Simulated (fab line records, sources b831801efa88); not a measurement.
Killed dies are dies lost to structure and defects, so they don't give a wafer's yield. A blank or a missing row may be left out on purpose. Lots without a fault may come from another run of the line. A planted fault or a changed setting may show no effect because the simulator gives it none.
Problem report in the 8D (eight disciplines) form, filled by code | flow gf180mcu | the parts of the form that need people (team, actions taken, sign-off) are left out

1. THE PROBLEM
LVPWELL_TW at GF_LVPWELL_TW_MEAS_11 reads a mean of 29 on 3 wafers of 1 lot; wafers without a fault read 553 with a standard deviation of 4.5. That is -99 or more standard deviations from the usual mean.
First seen on wafer L255.1, day 4 13:25, on film_metro-04. The record holds 39 wafers of 13 lots with a number at this step. Rule for "out", or "out of limits": more than 4 standard deviations from the usual mean. The other wafers with a number count as sound.

2. WHAT IT IS AND WHAT IT IS NOT
question                    | is                     | is not
which readings at this step | LVPWELL_TW             | -
which lots                  | L255                   | L252, L253, L254, L264, L265, L268, L269, L270, L271, L273, L274, L275
which wafers of those lots  | all that have a number | -
read on which gauges        | film_metro-04          | film_metro-02, film_metro-03
when                        | from day 4 13:25       | up to then (9 sound wafers); but 27 sound wafers of L264, L265, L268, L269, L270, L271, L273, L274, L275 came after

3. SUSPECTS, AND WHAT RULES EACH OUT
Counting: a tool at a process step up to the reading stays a suspect if it ran every lot that is out and no sound lot after the first of them.
- the gauge at GF_LVPWELL_TW_MEAS_11: ruled out. All the wafers that are out were read on film_metro-04, but those of them that GF_NWELL_STRIP_10 has rows for are out there too, on other tools.
- plasma_asher-04 at GF_NWELL_STRIP_10 (strips in O2/N2): ruled out as a lasting fault. Sound lots L271, L274, L275 ran on it after its first lot that is out, L255 (day 3 23:17).
- plasma_asher-01 at GF_LVPWELL_STRIP_10 (strips in O2/N2): ruled out as a lasting fault. Sound lots L268, L270, L271, L274 ran on it after its first lot that is out, L255 (day 4 13:19).
Left after counting: nothing in the record.

4. THE CAUSE (what the simulator had put in)
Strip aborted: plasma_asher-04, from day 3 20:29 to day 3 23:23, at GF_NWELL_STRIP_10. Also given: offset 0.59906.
Counting ruled it out, wrongly: the rule takes a fault to strike every lot that its tool runs from its start on, and this one did not.

5. THE CHAIN OF EFFECTS, in route order
Each row: a reading whose mean over the struck wafers that have a number lies more than 3 standard deviations from the usual. Only readings for which the record gives a usual standard deviation are gone through. hours: the time from each lot's start at the first step in this table that gives one to its start at this step, as a median over the lots. sigmas: the change in usual standard deviations.
hours | step                  | reading                  | usual      | on struck wafers | change | sigmas
0     | GF_NWELL_STRIP_10     | oes_product_au           | 0.722 a.u. | 0.957            | +0.235 | +55
14    | GF_LVPWELL_STRIP_10   | strip_time_to_endpoint_s | 36.97 s    | 51.77            | +14.80 | +99 or more
14    | GF_LVPWELL_TW_MEAS_11 | LVPWELL_TW               | 553        | 29               | -524   | -99 or more
The process steps in it:
- GF_NWELL_STRIP_10: strips in O2/N2.
- GF_LVPWELL_STRIP_10: strips in O2/N2.
Readings that are blank on the struck wafers while sound wafers have them: strip_time_to_endpoint_s at GF_NWELL_STRIP_10.
Later measuring or inspecting steps at which every struck wafer that the step has a row for has a number for every such reading, and none has moved that far: GF_VT_IMPLANT_OVL_MEAS_18, GF_POLY_GATE_CD_MEAS_10.

6. WHAT WOULD HAVE CAUGHT IT SOONER
In this record the first reading out of limits at a measuring or inspecting step was taken at day 4 13:25, 17 hours after the fault began at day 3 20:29.
The tool's own readings at GF_NWELL_STRIP_10 were out on every struck wafer that the step has a row for (oes_product_au): an alarm limit on them would have fired on the first of those.
